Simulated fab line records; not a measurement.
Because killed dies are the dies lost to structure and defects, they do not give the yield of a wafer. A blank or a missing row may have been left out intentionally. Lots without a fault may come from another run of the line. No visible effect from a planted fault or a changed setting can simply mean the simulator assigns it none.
Which tool did it? || flow sky130 || 18 wafers from 6 lots sampled at 2 of the route's 708 steps

== WHAT EACH GAUGE READ, for each wafer ==
SKY_FIELD_ISO_THK_MEAS_25.
{"lot": "L140", "measured": "day 2 13:07", "on": "film-metro-03", "FIELD_ISO_CVD_24_THK (nm)": "592 589 578"}
{"lot": "L146", "measured": "day 3 20:59", "on": "film-metro-01", "FIELD_ISO_CVD_24_THK (nm)": "602 601 599"}
{"lot": "L149", "measured": "day 4 12:15", "on": "film-metro-03", "FIELD_ISO_CVD_24_THK (nm)": "370 358 346"}
{"lot": "L151", "measured": "day 5 00:47", "on": "film-metro-03", "FIELD_ISO_CVD_24_THK (nm)": "586 589 600"}
{"lot": "L158", "measured": "day 6 10:56", "on": "film-metro-04", "FIELD_ISO_CVD_24_THK (nm)": "593 590 599"}
{"lot": "L160", "measured": "day 7 06:29", "on": "film-metro-04", "FIELD_ISO_CVD_24_THK (nm)": "603 590 605"}

== WHAT TOOL EACH LOT RAN ON (gives the tool, then ch and the chambers of the sampled wafers, and finally the start) ==
{"lot": "L140", "SKY_FIELD_ISO_CVD_24": "hdpcvd-02 ch 0,1,2, day 2 13:03"}
{"lot": "L146", "SKY_FIELD_ISO_CVD_24": "hdpcvd-01 ch 1,2, day 3 20:55"}
{"lot": "L149", "SKY_FIELD_ISO_CVD_24": "hdpcvd-02 ch 0,2, day 4 12:10"}
{"lot": "L151", "SKY_FIELD_ISO_CVD_24": "hdpcvd-01 ch 0,1, day 5 00:43"}
{"lot": "L158", "SKY_FIELD_ISO_CVD_24": "hdpcvd-01 ch 0,1,2, day 6 10:52"}
{"lot": "L160", "SKY_FIELD_ISO_CVD_24": "hdpcvd-01 ch 0,1, day 7 06:25"}
- SKY_FIELD_ISO_CVD_24: deposits SiO2, target thk 595 nm, time 99.2 s.

== THE ANSWER, worked out from the rows above alone ==
Rule: what is usual is taken from the lots themselves. Put in order of their means at a reading, lots are off if they are a third of the lots or fewer, leave a main group of 4 or more, and stand apart from it by a gap of 3 or more times the standard deviation of the main group's means; of several such gaps the widest counts. The tables above print the reading to a certain number of digits; a main group whose means all agree to those digits is not used. A lot without any number at a reading at which 4 lots or more have one is off too. All remaining lots with rows at the step are treated as sound.
Off: L149, at SKY_FIELD_ISO_THK_MEAS_25 (FIELD_ISO_CVD_24_THK). The main group has a mean of 594 nm with a standard deviation of 5.2.
If a tool, at a process step before that reading, ran all the lots that are off and no sound lot after the first of them, it fits. Those tools and the gauges at SKY_FIELD_ISO_THK_MEAS_25 are tried in the same way. One fits: SKY_FIELD_ISO_CVD_24 on hdpcvd-02. Its last sound lot is L140 (day 2 13:03), its first lot that is off L149 (day 4 12:10): a fault that began between those two fits.

== WHAT THE SIMULATOR HAD INSERTED ==
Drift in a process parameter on hdpcvd-02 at SKY_FIELD_ISO_CVD_24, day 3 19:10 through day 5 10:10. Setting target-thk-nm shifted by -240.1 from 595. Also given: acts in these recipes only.
Lots struck among those shown: L149. The same result came from the rule above.
